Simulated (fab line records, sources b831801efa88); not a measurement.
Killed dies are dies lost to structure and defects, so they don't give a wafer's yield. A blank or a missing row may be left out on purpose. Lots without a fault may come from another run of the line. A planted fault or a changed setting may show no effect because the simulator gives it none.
fab line records | flow sky130
record lots=11 wafers=32 last_day=50
route steps=708 shown CAPM@540 METAL4@598 VIA4@650 PASSIVATION@683
lots that met no fault: from a run of the same line without faults
start_h: hours from the record's first day to the start of the lot's first wafer shown | wait_h: hours since the lot's step before | " the same as in the row above | L1.1+2: a row that stands for several wafers | - no value, or no start given | * or withheld: withheld | < > ~ a bound
route shown NAME@n: a module of which the file shows steps, and the number in the route of the first | usual: mean/standard deviation of fault-free wafers | same: alike in all rows | chamber/n: place in a boat | sites: the reading at each site | _std_site: their standard deviation | _edge_site: outer sites' mean less inner sites' | radius_mm: how far each site lies from the wafer's centre | mask NAME#n: copy n | behind: the tool/chamber that last shaped the wafer | hold: why the lot was held/for how many hours/how that ended | device: the transistor (n, p or np) that didn't switch | end of line: the same wafers' tests at the end of the route | a step without rows: its recipe alone | killed: dies lost to structure and defects at the first sort, not the wafer's yield | map: a wafer's dies, x killed, . not, _ none there
set.NAME: the setting as run; set.NAME@STEP: as run at that earlier step | model.NAME: the simulator's own value behind a step, which no gauge read
steps of the route over a sample of lots; a table a step, a row a wafer
services: from which hour (start_h, from the record's first day; less than 0 if before it) a tool's chamber was out of use, for how many hours, and why
## steps
# step SKY_CAPM_RS_MEAS_03
# recipe thk_meas_gauge=four-point-probe reads=TiN_of_CAPM_SPUTTER_02
# usual CAPM_TIN_RS=6.92/0.06
# columns lot.wafer tool chamber start_h wait_h CAPM_TIN_RS[ohm/sq]
L470.3 film_metro-01 - 852.24 0.1 6.90
L470.4 " - " " 6.89
L470.5 " - " " 6.92
L471.3 film_metro-01 - 867.40 0.1 6.87
L471.4 " - " " 6.86
L471.6 " - " " 6.96
L479.5 film_metro-03 - 923.58 0.1 6.88
L479.6 " - " " 6.90
L480.2 film_metro-01 - 929.08 0.1 7.00
L480.4 " - " " 6.98
L480.5 " - " " 6.98
L484.1 film_metro-02 - 961.53 0.1 6.87
L484.3 " - " " 6.92
L484.6 " - " " 6.89
L483.1 film_metro-01 - 961.84 0.1 6.85
L483.3 " - " " 6.89
L483.4 " - " " 6.88
L485.1 film_metro-03 - 967.08 0.1 7.00
L485.3 " - " " 7.04
L485.4 " - " " 6.95
L487.1 film_metro-03 - 985.90 0.1 6.89
L487.3 " - " " 6.94
L487.5 " - " " 6.95
L489.1 film_metro-02 - 996.24 0.1 6.97
L489.2 " - " " 6.95
L489.4 " - " " 6.94
L490.4 film_metro-02 - 1003.38 0.1 6.98
L490.5 " - " " 7.01
L490.6 " - " " 6.93
L491.2 film_metro-02 - 1010.09 0.1 6.99
L491.4 " - " " 6.99
L491.6 " - " " 6.98
# step SKY_METAL4_SPUTTER_00
# recipe material=Ti target_thk_nm=15 power_w=3000 time_s=10 chamber_pressure_pa=0.4
# usual throttle_valve_pct=29.7/1.2
# columns lot.wafer tool chamber start_h wait_h throttle_valve_pct
L470.3 pvd_sputter-03 - 931.37 0.2 29.4
L470.4 " - " " 29.6
L470.5 " - " " 29.6
L471.3 pvd_sputter-01 - 948.70 0.2 31.6
L471.4 " - " " 27.6
L471.6 " - " " 30.4
L479.5 pvd_sputter-02 - 998.70 0.0 31.4
L479.6 " - " " 30.2
L480.2 pvd_sputter-03 - 1004.41 0.2 29.7
L480.4 " - " " 29.6
L480.5 " - " " 29.6
L484.1 pvd_sputter-01 - 1035.34 0.2 31.1
L484.3 " - " " 30.5
L484.6 " - " " 29.7
L483.1 pvd_sputter-03 - 1035.82 0.2 29.7
L483.3 " - " " 29.5
L483.4 " - " " 29.8
L485.1 pvd_sputter-02 - 1039.28 0.1 30.1
L485.3 " - " " 28.3
L485.4 " - " " 27.7
L487.1 pvd_sputter-03 - 1058.30 0.2 29.9
L487.3 " - " " 29.7
L487.5 " - " " 29.7
L489.1 pvd_sputter-03 - 1066.85 0.1 29.8
L489.2 " - " " 29.4
L489.4 " - " " 30.0
L490.4 pvd_sputter-01 - 1073.87 0.2 30.6
L490.5 " - " " 30.9
L490.6 " - " " 27.4
L491.2 pvd_sputter-02 - 1080.41 0.1 28.7
L491.4 " - " " 31.7
L491.6 " - " " 31.6
# step SKY_VIA4_OVL_MEAS_11
# usual VIA4_OVL=0.2/1.5
# columns lot.wafer tool chamber start_h wait_h VIA4_OVL[nm]
L470.3 overlay-01 - 1005.90 0.1 0.1
L470.4 " - " " 0.7
L470.5 " - " " 0.4
L471.3 overlay-02 - 1020.70 0.1 1.7
L471.4 " - " " 0.7
L471.6 " - " " 2.3
L479.5 overlay-02 - 1070.23 0.0 0.9
L479.6 " - " " 0.7
L480.2 overlay-02 - 1073.01 0.1 -1.2
L480.4 " - " " -0.1
L480.5 " - " " 0.6
L484.1 overlay-01 - 1101.79 0.1 1.8
L484.3 " - " " 0.6
L484.6 " - " " 0.8
L483.1 overlay-02 - 1101.90 0.1 -1.1
L483.3 " - " " -1.5
L483.4 " - " " -1.6
L485.1 overlay-02 - 1104.65 0.1 2.0
L485.3 " - " " 1.1
L485.4 " - " " -0.4
L487.1 overlay-02 - 1122.45 0.1 1.3
L487.3 " - " " -1.1
L487.5 " - " " 0.6
L489.1 overlay-02 - 1129.89 0.1 -1.5
L489.2 " - " " -1.9
L489.4 " - " " -2.9
L490.4 overlay-01 - 1136.92 0.1 0.2
L490.5 " - " " 2.1
L490.6 " - " " 1.1
L491.2 overlay-01 - 1143.20 0.1 0.5
L491.4 " - " " 3.7
L491.6 " - " " -1.1
# step SKY_PASSIVATION_CVD_02
# recipe material=Si3N4 target_thk_nm=540 temp_c=400 time_s=withheld rf_w=450
# usual heater_power_w=714/71 susceptor_temp_C=399.97/0.24
# columns lot.wafer tool chamber start_h wait_h heater_power_w susceptor_temp_C
L470.3 pecvd-02 1 1031.90 0.0 747 399.68
L470.4 " 0 " " 764 399.90
L470.5 " 2 " " 621 400.03
L471.3 pecvd-01 0 1046.50 0.0 706 399.89
L471.4 " 1 " " 740 399.96
L471.6 " 2 " " 682 400.08
L479.5 pecvd-02 2 1093.04 0.1 715 -
L479.6 " 0 " " 787 -
L480.2 pecvd-02 1 1096.27 0.0 729 -
L480.4 " 2 " " 669 -
L480.5 " 0 " " 740 -
L484.1 pecvd-01 0 1123.85 0.1 675 399.84
L484.3 " 1 " " 731 400.35
L484.6 " 0 " " 699 399.84
L483.1 pecvd-03 2 1124.76 0.1 599 400.00
L483.3 " 1 " " 688 399.58
L483.4 " 1 " " 710 399.81
L485.1 pecvd-01 1 1127.60 0.1 716 399.74
L485.3 " 2 " " 750 399.97
L485.4 " 2 " " 776 400.31
L487.1 pecvd-03 2 1144.48 0.1 713 400.09
L487.3 " 1 " " 658 399.56
L487.5 " 1 " " 677 399.89
L489.1 pecvd-01 0 1150.55 0.1 657 399.69
L489.2 " 2 " " 804 400.03
L489.4 " 1 " " 803 400.14
L490.4 pecvd-03 0 1157.75 0.1 801 399.61
L490.5 " 2 " " 588 399.90
L490.6 " 1 " " 634 399.68
L491.2 pecvd-01 2 1164.40 0.0 827 400.06
L491.4 " 0 " " 708 399.94
L491.6 " 2 " " 669 400.25
# step SKY_PASSIVATION_THK_MEAS_03
# recipe reads=Si3N4_of_PASSIVATION_CVD_02
# usual PASSIVATION_CVD_02_THK=540/6
# columns lot.wafer tool chamber start_h wait_h PASSIVATION_CVD_02_THK[nm]
L470.3 film_metro-03 - 1032.14 - 548
L470.4 " - " " 550
L470.5 " - " " 541
L471.3 film_metro-02 - 1046.74 - 540
L471.4 " - " " 545
L471.6 " - " " 542
L479.5 film_metro-03 - 1093.19 - 489
L479.6 " - " " 483
L480.2 film_metro-03 - 1096.50 - 476
L480.4 " - " " 483
L480.5 " - " " 484
L484.1 film_metro-04 - 1124.08 - 537
L484.3 " - " " 534
L484.6 " - " " 543
L483.1 film_metro-02 - 1124.98 - 533
L483.3 " - " " 535
L483.4 " - " " 546
L485.1 film_metro-02 - 1127.83 - 535
L485.3 " - " " 532
L485.4 " - " " 540
L487.1 film_metro-02 - 1144.70 - 536
L487.3 " - " " 534
L487.5 " - " " 537
L489.1 film_metro-02 - 1150.77 - 540
L489.2 " - " " 539
L489.4 " - " " 543
L490.4 film_metro-03 - 1157.89 - 540
L490.5 " - " " 545
L490.6 " - " " 547
L491.2 film_metro-02 - 1164.63 - 542
L491.4 " - " " 551
L491.6 " - " " 552
# step SKY_PASSIVATION_ETCH_11
# recipe chemistry=CF4/O2 target_depth_nm=725 stop_on=AlCu source_w=800 bias_w=150 pressure_mtorr=150 cf4_flow_sccm=80 O2_flow_sccm=10 time_s=161.1
# usual chamber_pressure_mTorr=150.00/0.14 drypump_motor_current_A=5.8/0.47 oes_product_au=0.977/0.006 throttle_valve_pct=5.964/0.0093
# columns lot.wafer tool chamber start_h wait_h chamber_pressure_mTorr drypump_motor_current_A oes_product_au rf_hours_counter_h throttle_valve_pct
L470.3 rie_diel-02 1 1054.39 - 149.90 5.2 0.978 18 5.967
L470.4 " 0 " " 149.92 5.5 0.988 14 5.962
L470.5 " 1 " " 150.11 5.2 0.979 - 5.958
L471.3 rie_diel-04 2 1068.39 - 150.06 5.6 0.979 17 5.965
L471.4 " 1 " " 150.10 6.2 0.980 10 5.966
L471.6 " 2 " " 149.89 5.6 0.979 - 5.966
L479.5 rie_diel-04 2 1113.34 - 150.35 5.6 0.938 - 5.955
L479.6 " 1 " " 149.83 6.3 0.931 - 5.951
L480.2 rie_diel-01 1 1116.24 - 150.09 6.4 0.926 4 5.940
L480.4 " 3 " " 150.02 5.8 0.929 19 5.949
L480.5 " 0 " " 150.04 4.9 0.944 - 5.945
L484.1 rie_diel-01 0 1142.54 - 149.93 4.9 0.978 1 5.952
L484.3 " 1 " " 150.18 6.4 0.980 5 5.964
L484.6 " 1 " " 149.94 6.4 0.973 - 5.945
L483.1 rie_diel-04 0 1143.24 - 149.93 6.5 0.968 21 5.958
L483.3 " 2 " " 149.94 5.6 0.980 21 5.957
L483.4 " 3 " " 150.11 5.8 0.980 16 5.967
L485.1 rie_diel-01 0 1145.94 - 150.12 4.9 0.971 2 5.966
L485.3 " 1 " " 150.11 6.4 0.969 5 5.946
L485.4 " 3 " " 150.22 5.8 0.972 - 5.964
L487.1 rie_diel-04 2 1162.54 - 150.16 5.6 0.975 21 5.965
L487.3 " 0 " " 149.85 6.5 0.966 21 5.947
L487.5 " 0 " " 149.89 6.5 0.974 - 5.965
L489.1 rie_diel-02 3 1167.84 - 150.16 6.1 0.977 14 5.975
L489.2 " 1 " " 149.94 5.2 0.978 22 5.958
L489.4 " 2 " " 150.18 5.8 0.982 28 5.965
L490.4 rie_diel-04 1 1174.59 - 150.25 6.2 0.982 13 5.985
L490.5 " 2 " " 149.89 5.6 0.985 - 5.963
L490.6 " 1 " " 150.11 6.3 0.978 - 5.980
L491.2 rie_diel-02 1 1181.44 - 150.23 5.2 0.978 23 5.954
L491.4 " 2 " " 150.15 5.8 0.990 - 5.981
L491.6 " 0 " " 149.88 5.6 0.980 - 5.962
## services
# columns tool chamber start_h hours kind
pecvd-03 - 910.52 1.2 repair
rie_diel-02 0 946.22 1.4 repair
rie_diel-02 0 950.05 39.6 repair
rie_diel-01 0 991.62 27.4 repair
pvd_sputter-03 - 994.57 1.2 repair
rie_diel-04 0 998.50 10.6 repair
rie_diel-01 3 1011.68 2.8 repair
rie_diel-02 - 1013.74 1.7 repair
pecvd-01 - 1021.31 1.6 repair
rie_diel-01 1 1024.03 5.1 repair
rie_diel-04 - 1025.67 0.1 repair
rie_diel-04 1 1039.09 7.6 repair
pvd_sputter-03 - 1045.94 2.6 repair
pecvd-03 - 1048.29 4.3 pm
pecvd-01 - 1053.19 0.6 repair
rie_diel-04 - 1054.51 1.3 repair
rie_diel-01 3 1055.66 8.0 repair
rie_diel-01 - 1066.06 0.4 repair
rie_diel-01 0 1071.80 1.3 repair
rie_diel-01 - 1077.52 14.6 pm
pecvd-01 1 1102.84 4.1 repair
pvd_sputter-03 - 1164.67 1.9 repair
pecvd-01 - 1174.49 2.3 repair
pecvd-01 1 1174.52 4.0 repair
## key
first_sign step=SKY_PASSIVATION_THK_MEAS_03 reading=PASSIVATION_CVD_02_THK direction=down sigmas=9.5 usual=540 struck=483
effect step=SKY_PASSIVATION_ETCH_11 reading=oes_product_au direction=down sigmas=7.3 usual=0.977 struck=0.934
met_at SKY_PASSIVATION_CVD_02
struck_lots L479,L480
not_acting_at SKY_CAPM_RS_MEAS_03,SKY_METAL4_SPUTTER_00,SKY_VIA4_OVL_MEAS_11
onset_between 1031.90 1093.04
fault kind=process_parameter_drift tool=pecvd-02 chamber=- onset_h=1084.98 steps=SKY_PASSIVATION_CVD_02 channel=time_s offset=withheld shape=step end_h=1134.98 acts_in=*
